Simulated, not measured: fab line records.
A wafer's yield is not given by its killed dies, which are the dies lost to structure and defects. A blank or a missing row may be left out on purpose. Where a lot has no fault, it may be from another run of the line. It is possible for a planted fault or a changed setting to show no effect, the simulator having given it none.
The tool behind it: which one? + flow gf180mcu + 11 lots with 33 wafers sampled at 6 steps, on a route of 602 steps

WHAT THE GAUGES SHOWED, per wafer
GF_M5_CD_MEAS_07: the cd target is 280 nm. Usual: cd_nm 279.9 nm, standard deviation 1.1.
| lot  | measured     | on        | cd_nm (nm)        | flag |
|------|--------------|-----------|-------------------|------|
| L319 | day 26 17:49 | cd_sem-01 | 279.9 281.1 280.9 |      |
| L320 | day 26 23:19 | cd_sem-02 | 279.3 279.0 278.9 |      |
| L321 | day 27 09:00 | cd_sem-01 | 280.8 280.3 280.7 |      |
| L322 | day 27 15:58 | cd_sem-01 | 281.1 281.1 281.5 |      |
| L323 | day 27 22:58 | cd_sem-02 | 280.8 280.6 280.2 |      |
| L327 | day 29 02:49 | cd_sem-01 | 279.8 278.2 280.3 |      |
| L329 | day 29 20:16 | cd_sem-01 | 280.6 280.3 279.7 |      |
| L332 | day 30 15:01 | cd_sem-02 | 282.5 280.4 282.8 |      |
| L334 | day 31 08:30 | cd_sem-02 | 279.5 278.4 278.1 |      |
| L335 | day 31 09:10 | cd_sem-01 | 279.7 279.8 280.4 |      |
| L340 | day 32 11:38 | cd_sem-01 | 280.1 280.7 280.1 |      |

GF_M5_OVL_MEAS_08. Usual: M5_OVL typically reads -2 nm, with standard deviation 5.
| lot  | measured     | on         | M5_OVL (nm) | flag |
|------|--------------|------------|-------------|------|
| L319 | day 26 17:56 | overlay-02 | -5 1 -4     |      |
| L320 | day 26 23:23 | overlay-02 | 6 -4 -4     |      |
| L321 | day 27 09:05 | overlay-02 | -6 -10 -15  |      |
| L322 | day 27 16:05 | overlay-02 | 2 2 2       |      |
| L323 | day 27 23:05 | overlay-02 | 0 0 7       |      |
| L327 | day 29 02:56 | overlay-01 | -5 -4 -1    |      |
| L329 | day 29 20:22 | overlay-02 | 1 7 0       |      |
| L332 | day 30 15:08 | overlay-01 | 5 4 1       |      |
| L334 | day 31 08:35 | overlay-02 | -2 4 -4     |      |
| L335 | day 31 09:15 | overlay-01 | 3 -3 4      |      |
| L340 | day 32 11:46 | overlay-01 | -1 -3 2     |      |

GF_V5_RS_MEAS_24: a four-point-probe measurement. Usual: V5_W_RS typically reads 0.325 ohm/sq, with standard deviation 0.0034.
| lot  | measured     | on            | V5_W_RS (ohm/sq)  | flag |
|------|--------------|---------------|-------------------|------|
| L319 | day 27 16:15 | film_metro-02 | 0.320 0.320 0.327 |      |
| L320 | day 27 22:07 | film_metro-02 | 0.326 0.327 0.330 |      |
| L321 | day 28 07:28 | film_metro-04 | 0.325 0.323 0.324 |      |
| L322 | day 28 14:00 | film_metro-01 | 0.327 0.325 0.326 |      |
| L323 | day 28 20:48 | film_metro-02 | 0.330 0.328 0.324 |      |
| L327 | day 30 01:20 | film_metro-02 | 0.426 0.427 0.333 | OFF  |
| L329 | day 30 17:38 | film_metro-02 | 0.326 0.420 0.326 | OFF  |
| L332 | day 31 10:51 | film_metro-04 | 0.324 0.323 0.320 |      |
| L334 | day 32 04:13 | film_metro-04 | 0.327 0.325 0.323 |      |
| L335 | day 32 05:06 | film_metro-02 | 0.326 0.323 0.325 |      |
| L340 | day 33 06:49 | film_metro-01 | 0.326 0.327 0.325 |      |

GF_V5_THK_MEAS_25: measures by xrf. Usual: V5_W_THK typically reads 350 nm, with standard deviation 4.8.
| lot  | measured     | on            | V5_W_THK (nm) | flag |
|------|--------------|---------------|---------------|------|
| L319 | day 27 16:22 | film_metro-02 | 355 353 347   |      |
| L320 | day 27 22:13 | film_metro-02 | 348 346 344   |      |
| L321 | day 28 07:33 | film_metro-04 | 343 349 345   |      |
| L322 | day 28 14:07 | film_metro-01 | 353 357 353   |      |
| L323 | day 28 20:55 | film_metro-02 | 346 346 350   |      |
| L327 | day 30 01:27 | film_metro-02 | 267 266 340   | OFF  |
| L329 | day 30 17:44 | film_metro-02 | 347 271 348   | OFF  |
| L332 | day 31 10:58 | film_metro-04 | 352 351 354   |      |
| L334 | day 32 04:19 | film_metro-04 | 342 346 347   |      |
| L335 | day 32 05:12 | film_metro-02 | 350 351 352   |      |
| L340 | day 33 06:56 | film_metro-01 | 351 354 356   |      |

WHAT TOOL EACH LOT RAN ON (gives the tool, then ch and the chambers of the sampled wafers, and finally the start)
| lot  | GF_V5_CMP_04                  | GF_V5_CVD_23                  |
|------|-------------------------------|-------------------------------|
| L319 | cmp-02 ch 0,1, day 26 18:59   | cvd_w-01 ch 0,1, day 27 16:08 |
| L320 | cmp-02 ch 1,2,3, day 27 00:34 | cvd_w-02 ch 0,1, day 27 21:59 |
| L321 | cmp-01 ch 0,2,3, day 27 10:22 | cvd_w-01 ch 0,1, day 28 07:19 |
| L322 | cmp-01 ch 0,1,3, day 27 17:23 | cvd_w-02 ch 0,1, day 28 13:53 |
| L323 | cmp-02 ch 0,3, day 28 00:15   | cvd_w-01 ch 0,1, day 28 20:41 |
| L327 | cmp-02 ch 0,1,2, day 29 04:04 | cvd_w-01 ch 0,1, day 30 01:13 |
| L329 | cmp-02 ch 1,2,3, day 29 21:26 | cvd_w-01 ch 0,1, day 30 17:30 |
| L332 | cmp-01 ch 2,3, day 30 16:10   | cvd_w-01 ch 1, day 31 10:37   |
| L334 | cmp-02 ch 0,1,2, day 31 09:44 | cvd_w-02 ch 0,1, day 32 04:04 |
| L335 | cmp-01 ch 2,3, day 31 10:16   | cvd_w-02 ch 0,1, day 32 04:59 |
| L340 | cmp-02 ch 0,2,3, day 32 12:50 | cvd_w-02 ch 0,1, day 33 06:43 |
- GF_V5_CMP_04: polishes SiO2.
- GF_V5_CVD_23: deposits W, target thk 350 nm, time 104.9 s.

WHAT THE TOOLS THEMSELVES READ (means of the sampled wafers that have a number; where no wafer has one, the mark that the record gives instead)
GF_V5_CMP_04. Usual: motor_current_A 11.7 A, standard deviation 0.89; slurry_filter_dp_kPa 13.48 kPa, standard deviation 0.13.
| lot  | tool   | motor_current_A (A) | slurry_filter_dp_kPa (kPa) | flag |
|------|--------|---------------------|----------------------------|------|
| L319 | cmp-02 | 11.4                | 13.57                      |      |
| L320 | cmp-02 | 11.7                | 13.36                      |      |
| L321 | cmp-01 | 11.8                | 13.47                      |      |
| L322 | cmp-01 | 12.4                | 13.48                      |      |
| L323 | cmp-02 | 11.2                | 13.46                      |      |
| L327 | cmp-02 | 11.2                | 13.46                      |      |
| L329 | cmp-02 | 11.6                | 13.46                      |      |
| L332 | cmp-01 | 11.8                | 13.47                      |      |
| L334 | cmp-02 | 11.6                | 13.47                      |      |
| L335 | cmp-01 | 11.7                | 13.51                      |      |
| L340 | cmp-02 | 11.7                | 13.48                      |      |

GF_V5_CVD_23. Usual: heater_power_w 827 W, standard deviation 84.
| lot  | tool     | heater_power_w (W) | flag |
|------|----------|--------------------|------|
| L319 | cvd_w-01 | 797                |      |
| L320 | cvd_w-02 | 885                |      |
| L321 | cvd_w-01 | 758                |      |
| L322 | cvd_w-02 | 928                |      |
| L323 | cvd_w-01 | 763                |      |
| L327 | cvd_w-01 | 756                |      |
| L329 | cvd_w-01 | 796                |      |
| L332 | cvd_w-01 | 821                |      |
| L334 | cvd_w-02 | 908                |      |
| L335 | cvd_w-02 | 884                |      |
| L340 | cvd_w-02 | 920                |      |

THE ANSWER, worked out from the rows above alone
Rule: a lot is off if the mean of its wafers that have a number lies more than 3 standard deviations from the usual mean. A lot without any number at a reading at which 4 lots or more have one is off too. All remaining lots with rows at the step are treated as sound. First the gauges in route order, then the tools' own readings, where a lot's mean is used as printed above. The first step at which some lot is off is used, and at that step the reading that is off furthest; a lot without a number counts as furthest.
Off: L327, L329, at GF_V5_RS_MEAS_24 (V5_W_RS).
If a tool, at a process step before that reading, ran all the lots that are off and no sound lot after the first of them, it fits. Gauges at GF_V5_RS_MEAS_24: tried the same way as those tools. No candidate that was tried fits.

WHAT THE SIMULATOR HAD PUT IN
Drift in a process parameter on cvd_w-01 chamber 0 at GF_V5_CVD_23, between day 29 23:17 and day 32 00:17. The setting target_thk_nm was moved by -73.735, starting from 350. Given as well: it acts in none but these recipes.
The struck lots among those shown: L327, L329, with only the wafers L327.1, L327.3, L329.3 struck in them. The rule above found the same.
